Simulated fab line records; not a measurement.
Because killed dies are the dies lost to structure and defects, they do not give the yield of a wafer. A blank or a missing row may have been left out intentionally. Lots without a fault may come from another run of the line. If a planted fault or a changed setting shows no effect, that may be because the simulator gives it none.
Check for tools in common -- flow gf180mcu -- 12 lots and 36 wafers in the sample

## REASON FOR OPENING
At GF_V3_CD_MEAS_14 the reading cd_nm is flagged on 3 of 12 lots. Fault-free wafers read 260.0 nm, with a standard deviation of 1.2.
Rule: a lot gets a flag if all its wafers with a number sit over 4 standard deviations from that mean, or if no wafer of it has a number. The rest of the lots are taken to be sound.

lot,measured,on,"cd_nm (nm), wafer by wafer",flag
L380,day 22 19:31,cd_sem-02,259.6 259.1 259.4,
L381,day 23 12:23,cd_sem-01,261.4 260.5 260.4,
L382,day 23 22:18,cd_sem-02,260.9 262.3 261.7,
L383,day 24 11:56,cd_sem-02,260.5 261.2 259.3,
L384,day 24 14:38,cd_sem-01,258.7 259.2 259.2,
L385,day 24 21:17,cd_sem-01,259.1 257.1 257.9,
L388,day 25 23:26,cd_sem-01,260.6 260.2 258.7,
L392,day 27 02:54,cd_sem-01,254.6 255.2 255.2,FLAGGED
L394,day 27 20:05,cd_sem-02,254.4 253.3 252.2,FLAGGED
L395,day 28 01:11,cd_sem-02,251.4 250.4 251.3,FLAGGED
L400,day 29 09:59,cd_sem-02,260.7 260.7 260.0,
L401,day 29 16:14,cd_sem-01,261.5 261.6 261.5,
On average the flagged lots' numbers are 253.1 nm, which is -6.9 nm against the usual, or -6 standard deviations.

## WHICH TOOL EACH LOT WENT THROUGH
The record keeps 1 process step preceding the reading, out of 602 steps on the route. Each cell gives the tool, then ch followed by the chambers the sampled wafers passed through, then the start.
lot,flag,GF_V3_PEB_12
L380,,"litho_track-01 ch 0, day 22 19:10"
L381,,"litho_track-04 ch 0, day 23 12:02"
L382,,"litho_track-03 ch 0, day 23 21:58"
L383,,"litho_track-03 ch 0, day 24 11:38"
L384,,"litho_track-01 ch 0, day 24 14:17"
L385,,"litho_track-04 ch 0, day 24 20:56"
L388,,"litho_track-01 ch 0, day 25 23:05"
L392,FLAGGED,"litho_track-01 ch 0, day 27 02:35"
L394,FLAGGED,"litho_track-01 ch 0, day 27 19:44"
L395,FLAGGED,"litho_track-01 ch 0, day 28 00:50"
L400,,"litho_track-03 ch 0, day 29 09:38"
L401,,"litho_track-04 ch 0, day 29 15:56"
What the steps here do:
- GF_V3_PEB_12: peb time 90 s.
- GF_V3_CD_MEAS_14: target cd 260 nm.

## FLAGGED OVER TOTAL, TOOL BY TOOL (the gauges that took the reading come last)
step,tool,lots run,flagged,share of the flagged lots,sound lots run after its first flagged lot
GF_V3_PEB_12,litho_track-01,6,3,all,0
GF_V3_PEB_12,litho_track-03,3,0,none,-
GF_V3_PEB_12,litho_track-04,3,0,none,-
GF_V3_CD_MEAS_14,cd_sem-01,6,1,some,1 (L401)
GF_V3_CD_MEAS_14,cd_sem-02,6,2,some,1 (L400)

## THE TABLE: WHAT IT ALLOWS
Rows of the table that ran each flagged lot: 1, that is litho_track-01 at GF_V3_PEB_12.
- litho_track-01 at GF_V3_PEB_12 ran 6 lots, 3 of them flagged. Last sound lot L388 at day 25 23:05, first flagged lot L392 at day 27 02:35; a fault beginning in between fits. Its own readings lie more than 4 standard deviations out on every wafer of the flagged lots: heater_power_total_W, plate_temp_C.
litho_track-01 at GF_V3_PEB_12 is the single tool remaining.

## WHAT WAS PUT IN BY THE SIMULATOR
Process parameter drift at GF_V3_PEB_12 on litho_track-01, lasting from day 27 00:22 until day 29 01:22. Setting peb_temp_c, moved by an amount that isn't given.
Shown lots that were struck: L392, L394, L395. Same finding as the rule above.
